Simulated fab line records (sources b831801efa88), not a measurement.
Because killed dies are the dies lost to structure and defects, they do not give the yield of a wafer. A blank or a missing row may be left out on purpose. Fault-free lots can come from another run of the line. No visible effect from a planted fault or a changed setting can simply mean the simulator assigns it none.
Chamber matching    flow gf180mcu    GF_V2_CVD_02 on pecvd-01: 3 sister chambers
The step deposits SiO2 from TEOS, target thk 850 nm, time 94.851 s. 6 wafers are shown with their chamber, then 9 later ones without.

## WAFERS, EACH WITH ITS CHAMBER
wafer   chamber  heater_power_w (W)
L093.1  2        799
L093.2  1        635
L093.3  0        723
L093.4  2        858
L093.5  1        697
L093.6  0        800

## WAFERS WHOSE CHAMBER IS MISSING
wafer   heater_power_w (W)
L094.1  670
L094.4  891
L094.5  743
L095.1  936
L095.2  769
L095.3  842
L095.4  893
L095.5  612
L095.6  754

## THE CHAMBER EACH PASSED THROUGH
wafer   from the rows above           in truth
L094.1  can't be placed: 1 or 0       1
L094.4  can't be placed: 2 or 0       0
L094.5  can't be placed: 0 or 1 or 2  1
L095.1  can't be placed: 2 or 0       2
L095.2  can't be placed: 0 or 2       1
L095.3  can't be placed: 2 or 0       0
L095.4  can't be placed: 2 or 0       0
L095.5  1                             1
L095.6  can't be placed: 0 or 2 or 1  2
Placed correctly: 1 of 9. Unplaceable from these rows: 8, with the true chamber sitting among the candidates in 7. 0 placed wrongly.
How it was worked out, from the rows above alone: a wafer's distance from a chamber is the root of the sum, over the readings, of the square of ((its reading less the chamber's mean) divided by the reading's scatter). The wafer belongs to the nearest chamber; if the next one is less than 2 further off, it can't be placed. The mean given for a chamber averages the wafers shown for that chamber. The scatter is the square root of a quotient: the sum, over the shown wafers, of each reading's squared deviation from its chamber's mean, divided by wafers minus chambers.
